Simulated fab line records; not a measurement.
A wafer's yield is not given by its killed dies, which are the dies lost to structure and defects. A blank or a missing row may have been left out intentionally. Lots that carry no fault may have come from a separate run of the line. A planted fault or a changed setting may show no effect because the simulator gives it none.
Chamber matching || flow gf180mcu || GF_V5_CMP_04 on cmp-01 has 4 sister chambers
The step polishes SiO2. 8 wafers are shown with their chamber, then 8 later ones without.

WAFERS WITH THEIR CHAMBER
{"wafer": "L674.5", "chamber": 0, "motor-current-A (A)": 11.3, "slurry-filter-dp-kPa (kPa)": 13.73}
{"wafer": "L675.1", "chamber": 3, "motor-current-A (A)": 8.9, "slurry-filter-dp-kPa (kPa)": 13.46}
{"wafer": "L675.4", "chamber": 2, "motor-current-A (A)": 9.8, "slurry-filter-dp-kPa (kPa)": 13.63}
{"wafer": "L675.6", "chamber": 1, "motor-current-A (A)": 11.3, "slurry-filter-dp-kPa (kPa)": 13.55}
{"wafer": "L679.4", "chamber": 1, "motor-current-A (A)": 11.8, "slurry-filter-dp-kPa (kPa)": 13.46}
{"wafer": "L679.5", "chamber": 2, "motor-current-A (A)": 9.1, "slurry-filter-dp-kPa (kPa)": 13.65}
{"wafer": "L679.6", "chamber": 3, "motor-current-A (A)": 9.3, "slurry-filter-dp-kPa (kPa)": 13.83}
{"wafer": "L684.1", "chamber": 0, "motor-current-A (A)": 10.9, "slurry-filter-dp-kPa (kPa)": 13.42}

WAFERS WITH NO CHAMBER GIVEN
{"wafer": "L684.2", "motor-current-A (A)": 9.6, "slurry-filter-dp-kPa (kPa)": 13.44}
{"wafer": "L684.3", "motor-current-A (A)": 11.1, "slurry-filter-dp-kPa (kPa)": 13.41}
{"wafer": "L685.1", "motor-current-A (A)": 11.7, "slurry-filter-dp-kPa (kPa)": 13.41}
{"wafer": "L685.4", "motor-current-A (A)": 9.0, "slurry-filter-dp-kPa (kPa)": 13.52}
{"wafer": "L685.5", "motor-current-A (A)": 8.6, "slurry-filter-dp-kPa (kPa)": 13.46}
{"wafer": "L689.1", "motor-current-A (A)": 11.5, "slurry-filter-dp-kPa (kPa)": 13.43}
{"wafer": "L689.2", "motor-current-A (A)": 11.5, "slurry-filter-dp-kPa (kPa)": 13.56}
{"wafer": "L689.3", "motor-current-A (A)": 9.4, "slurry-filter-dp-kPa (kPa)": 13.61}

CHAMBER TAKEN BY EACH
{"wafer": "L684.2", "from the rows above": "can't be placed: 2 or 3", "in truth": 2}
{"wafer": "L684.3", "from the rows above": "can't be placed: 0 or 1", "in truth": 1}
{"wafer": "L685.1", "from the rows above": "can't be placed: 1 or 0", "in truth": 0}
{"wafer": "L685.4", "from the rows above": "can't be placed: 3 or 2", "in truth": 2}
{"wafer": "L685.5", "from the rows above": "can't be placed: 3 or 2", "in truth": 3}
{"wafer": "L689.1", "from the rows above": "can't be placed: 1 or 0", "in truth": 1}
{"wafer": "L689.2", "from the rows above": "can't be placed: 1 or 0", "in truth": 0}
{"wafer": "L689.3", "from the rows above": "can't be placed: 2 or 3", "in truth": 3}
0 of 8 placed correctly. From these rows, 8 cannot be placed; in 8 the true chamber is one of the candidates. Placed wrongly: 0.
How it was worked out, from the rows above alone: a wafer's distance from a chamber is the root of the sum, over the readings, of the square of ((its reading less the chamber's mean) divided by the reading's scatter). If the next closest chamber is less than 2 further off than the closest, the wafer can't be placed; otherwise it belongs to the closest. For every chamber, the mean is computed from those of its wafers that are shown. The scatter: take each reading less its chamber's mean, square it, sum over the shown wafers, divide by the number of wafers less the number of chambers, and take the root.
